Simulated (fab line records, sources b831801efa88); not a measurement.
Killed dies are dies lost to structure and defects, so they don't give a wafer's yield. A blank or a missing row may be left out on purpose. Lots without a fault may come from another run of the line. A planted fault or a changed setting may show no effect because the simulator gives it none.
Which tool did it? | flow gf180mcu | 7 lots, 21 wafers sampled, at 3 steps of a route of 602

WHAT THE GAUGES READ, wafer by wafer
GF_PSD_TW_MEAS_11.
lot  | measured     | on            | PSD_TW
L331 | day 14 15:54 | film_metro-03 | 3178 3197 3167
L334 | day 15 22:26 | film_metro-02 | 3188 3170 3181
L337 | day 17 01:21 | film_metro-03 | 3153 3161 3149
L339 | day 17 11:20 | film_metro-03 | 30 30 30
L349 | day 21 01:30 | film_metro-02 | 3183 3180 3185
L351 | day 21 16:16 | film_metro-01 | 3190 3201 3187
L353 | day 22 04:28 | film_metro-03 | 3185 3178 3181

WHICH TOOL RAN EACH LOT (tool, then ch and the chambers of the sampled wafers, then the start)
lot  | GF_NSD_STRIP_11                      | GF_PSD_STRIP_10
L331 | plasma_asher-04 ch 0,1, day 13 19:28 | plasma_asher-02 ch 0,1, day 14 15:49
L334 | plasma_asher-03 ch 0,1, day 15 00:25 | plasma_asher-02 ch 0,1, day 15 22:20
L337 | plasma_asher-04 ch 0,1, day 16 02:52 | plasma_asher-01 ch 0,1, day 17 01:16
L339 | plasma_asher-03 ch 0,1, day 16 13:11 | plasma_asher-01 ch 0,1, day 17 11:14
L349 | plasma_asher-02 ch 0,1, day 20 00:36 | plasma_asher-02 ch 0,1, day 21 01:25
L351 | plasma_asher-03 ch 0,1, day 20 15:10 | plasma_asher-02 ch 0,1, day 21 16:10
L353 | plasma_asher-03 ch 0,1, day 21 04:50 | plasma_asher-01 ch 0,1, day 22 04:22
- GF_NSD_STRIP_11: strips in O2/N2.
- GF_PSD_STRIP_10: strips in O2/N2.

THE ANSWER, worked out from the rows above alone
Rule: what is usual is taken from the lots themselves. Put in order of their means at a reading, lots are off if they are a third of the lots or fewer, leave a main group of 4 or more, and stand apart from it by a gap of 3 or more times the standard deviation of the main group's means; of several such gaps the widest counts. A main group whose means are all the same, to the digits that the tables above print for the reading, isn't used. A lot without any number at a reading at which 4 lots or more have one is off too. The other lots that the step has rows for count as sound.
Off: L339, at GF_PSD_TW_MEAS_11 (PSD_TW). The main group: mean 3179, standard deviation 12.
A tool fits if, at a process step before that reading, it ran every lot that is off, and no sound lot after the first of them. The gauges at GF_PSD_TW_MEAS_11 are tried like those tools. None of those tried fits.

WHAT THE SIMULATOR HAD PUT IN
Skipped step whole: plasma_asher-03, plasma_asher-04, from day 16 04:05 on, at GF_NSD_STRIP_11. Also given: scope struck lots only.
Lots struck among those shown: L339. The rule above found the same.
